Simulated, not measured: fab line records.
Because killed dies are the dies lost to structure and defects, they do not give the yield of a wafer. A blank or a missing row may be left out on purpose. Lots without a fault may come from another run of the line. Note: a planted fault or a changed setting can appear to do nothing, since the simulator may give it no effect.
What tool caused it?    flow sky130    at 1 step of a route of 708, 6 lots with 17 wafers sampled

## WHAT THE GAUGES READ, wafer by wafer
SKY_LOCAL_INTERCONNECT_OVL_MEAS_12.
lot   measured      on          LOCAL_INTERCONNECT_OVL (nm)
L526  day 31 03:56  overlay-02  -4 -3 -11
L531  day 33 05:53  overlay-01  1 -1 -7
L536  day 34 14:57  overlay-02  5 10
L540  day 35 18:28  overlay-01  -5 -4 2
L543  day 36 10:02  overlay-01  -4 -7 -8
L547  day 37 16:05  overlay-02  5 -4 3

## TOOL THAT RAN EACH LOT (tool first, then ch and the chambers of the sampled wafers, then the start)
No process step before these readings appears in the record.

## THE ANSWER, worked out from the rows above alone
Rule: the lots themselves supply what counts as usual. The widest of any qualifying gaps counts: lots, ordered by their means at a reading, are off when they make up no more than a third of the lots, leave a main group of 4 or more, and stand apart from it by 3 or more times the standard deviation of that group's means. A main group whose means are all the same, to the digits that the tables above print for the reading, isn't used. A lot without any number at a reading at which 4 lots or more have one is off too. Where the step has rows for the other lots, those lots are counted as sound.
No lot is off on any of the readings shown, so nothing can be concluded from this.

## WHAT THE SIMULATOR HAD PUT IN
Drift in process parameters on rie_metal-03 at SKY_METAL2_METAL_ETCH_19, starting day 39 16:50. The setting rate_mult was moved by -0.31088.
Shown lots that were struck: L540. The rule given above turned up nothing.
